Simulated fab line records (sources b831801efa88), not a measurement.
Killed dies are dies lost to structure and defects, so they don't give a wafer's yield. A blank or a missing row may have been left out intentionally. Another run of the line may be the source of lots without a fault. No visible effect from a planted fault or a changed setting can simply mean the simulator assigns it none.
A single fault, viewed from 2 desks | flow sky130 | each desk has only its own numbers; what lay behind them comes last

AT THE METROLOGY DESK
Lot by lot, what the gauges showed, no matter which tool ran the lot: averages of those sampled wafers that carry a number. If a lot's mean is further than 4 standard deviations from the usual mean, the lot is out of limits and carries the mark OUT (the distance appears in the brackets).
Columns: A = SONOS_TUNNEL_TW at SKY_SONOS_TUNNEL_TW_MEAS_12, usual 198.9; B = SONOS_ONO_CVD_04_THK at SKY_SONOS_ONO_THK_MEAS_05, usual 5.76 nm; C = SONOS_ONO_OVL at SKY_SONOS_ONO_OVL_MEAS_14, usual -0.9 nm
lot  | first seen here | A     | B    | C
L260 | day 11 11:21    | 199.7 | 5.82 | -1.3
L263 | day 12 10:38    | 201.4 | 5.86 | -1.9
L264 | day 12 15:08    | 201.0 | 5.83 | 0.1
L265 | day 13 01:05    | 199.7 | 5.60 | 0.9
L266 | day 13 13:06    | 196.4 | 5.76 | -0.7
L269 | day 14 09:16    | 197.1 | 5.61 | -1.1
L270 | day 14 16:42    | 201.8 | 5.70 | -3.3
L271 | day 14 23:35    | 198.7 | 5.80 | -2.5
L275 | day 16 11:09    | 196.8 | 5.82 | -0.6
L276 | day 16 19:02    | 197.2 | 5.50 | -3.0
L277 | day 17 11:23    | 198.8 | 5.60 | 1.9
L278 | day 17 12:08    | 199.0 | 5.72 | -1.8
L279 | day 17 14:22    | 198.6 | 5.66 | -0.2
This desk's verdict: no lot among the 13 shows anything out of limits.

AT THE TOOL OWNER'S DESK: furnace-01
The tool's own readings at SKY_SONOS_ONO_OXIDATION_00 (stabilise 600 s, purge 300 s, target thk 2.6 nm): means of the sampled wafers that have a number, for each lot that ran on this tool. If a lot's mean is further than 4 standard deviations from the usual mean, the lot is out of limits and carries the mark OUT (the distance appears in the brackets).
Columns: A = spike-tc-centre-C at SKY_SONOS_ONO_OXIDATION_00, usual 800.1 C; B = spike-tc-top-C at SKY_SONOS_ONO_OXIDATION_00, usual 814.0 C; C = spike-tc-upper-C at SKY_SONOS_ONO_OXIDATION_00, usual 799.5 C; D = tube_center_temp_C_max at SKY_SONOS_ONO_OXIDATION_00, usual 802.0; E = zone-power-centre-pct at SKY_SONOS_ONO_OXIDATION_00, usual 14.6 %; F = zone-power-top-pct at SKY_SONOS_ONO_OXIDATION_00, usual 25.8 %; G = zone-power-upper-pct at SKY_SONOS_ONO_OXIDATION_00, usual 14.4 %
lot  | first seen here | A                | B     | C               | D     | E               | F               | G
L263 | day 12 10:42    | 800.7            | 813.9 | 799.5           | 801.9 | 15.1            | 25.0            | 15.2
L264 | day 12 15:59    | 800.2            | 815.1 | 800.4           | 802.2 | 15.0            | 24.9            | 15.0
L265 | day 13 01:25    | 800.5            | 814.7 | 798.6           | 802.0 | 15.0            | 25.0            | 15.3
L269 | day 14 13:26    | 800.2            | 814.2 | 799.4           | 802.4 | 15.1            | 25.0            | 15.1
L270 | day 14 18:57    | 799.7            | 814.9 | 799.3           | 802.0 | 14.8            | 24.8            | 15.1
L271 | day 15 01:37    | 800.4            | 814.0 | 799.2           | 802.0 | 15.1            | 25.0            | 15.1
L275 | day 16 13:26    | 799.8            | 814.9 | 798.8           | 802.0 | 15.0            | 24.7            | 15.2
L276 | day 16 19:38    | 796.3            | 809.7 | 830.1 (+26) OUT | 802.2 | 10.5 (-6.8) OUT | 19.9            | 25.2 (+8.3) OUT
L277 | day 17 12:32    | 795.0 (-4.7) OUT | 810.5 | 829.7 (+25) OUT | 801.8 | 10.5 (-6.8) OUT | 19.7 (-4.1) OUT | 25.4 (+8.4) OUT
L278 | day 17 12:32    | 796.8            | 810.1 | 830.3 (+26) OUT | 802.3 | 10.5 (-6.9) OUT | 19.8            | 25.2 (+8.3) OUT
This desk's finding: out of limits on L276, L277, L278; first on L276, day 16 19:38 (spike-tc-upper-C at SKY_SONOS_ONO_OXIDATION_00). In limits: L263, L264, L265, L269, L270, L271, L275.

PUT TOGETHER
An alarm could have come from the tool owner's desk at day 16 19:38, on L276, L277, L278.
Metrology desk: nothing out of limits seen.
The metrology desk has L276, L277, L278 on record, within its limits.
Every lot named ran SKY_SONOS_ONO_OXIDATION_00 on furnace-01.

WHAT THE SIMULATOR HAD PUT IN
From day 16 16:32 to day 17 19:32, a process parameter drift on furnace-01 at SKY_SONOS_ONO_OXIDATION_00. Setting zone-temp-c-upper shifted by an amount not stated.
Struck lots among those shown: L276, L277, L278.
Hours from the fault's start to each desk's first reading out of limits: the tool owner's desk, 3.
